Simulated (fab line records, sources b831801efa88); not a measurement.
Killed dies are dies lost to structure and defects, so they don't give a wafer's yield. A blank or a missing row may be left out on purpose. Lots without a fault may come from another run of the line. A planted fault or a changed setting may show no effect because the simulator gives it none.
Chamber matching | flow sky130 | SKY_CONTACT_CMP_27 on cmp-01: 4 sister chambers
The step polishes, stops on SiO2, t overpolish 15 s, target thk 0 nm. 4 wafers are shown with their chamber, then 7 later ones without.

WAFERS WITH THEIR CHAMBER
wafer  | chamber | time_to_endpoint_s (s)
L521.1 | 1       | 83
L521.3 | 2       | 77
L532.3 | 0       | 82
L532.4 | 3       | 79

WAFERS WITHOUT THEIR CHAMBER
wafer  | time_to_endpoint_s (s)
L532.5 | 78
L531.3 | 85
L531.4 | 84
L531.5 | 84
L533.2 | 88
L533.3 | 81
L533.4 | 80

WHICH CHAMBER EACH WENT THROUGH
wafer  | from the rows above               | in truth
L532.5 | can't be placed: 2 or 3 or 0 or 1 | 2
L531.3 | can't be placed: 1 or 0 or 3      | 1
L531.4 | can't be placed: 1 or 0 or 3      | 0
L531.5 | can't be placed: 1 or 0 or 3      | 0
L533.2 | can't be placed: 1 or 0 or 3      | 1
L533.3 | can't be placed: 0 or 1 or 3 or 2 | 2
L533.4 | can't be placed: 3 or 0 or 1 or 2 | 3
Placed correctly: 0 of 7. Can't be placed from these rows: 7 (the true chamber is among the candidates in 7). Placed wrongly: 0.
How it was worked out, from the rows above alone: a wafer's distance from a chamber is the root of the sum, over the readings, of the square of ((its reading less the chamber's mean) divided by the reading's scatter). The wafer belongs to the nearest chamber; if the next one is less than 2 further off, it can't be placed. A chamber's mean is the mean of its shown wafers. The scatter: with one shown wafer a chamber, the root of the mean of the squares of how far each hidden wafer lies from its nearest shown one.
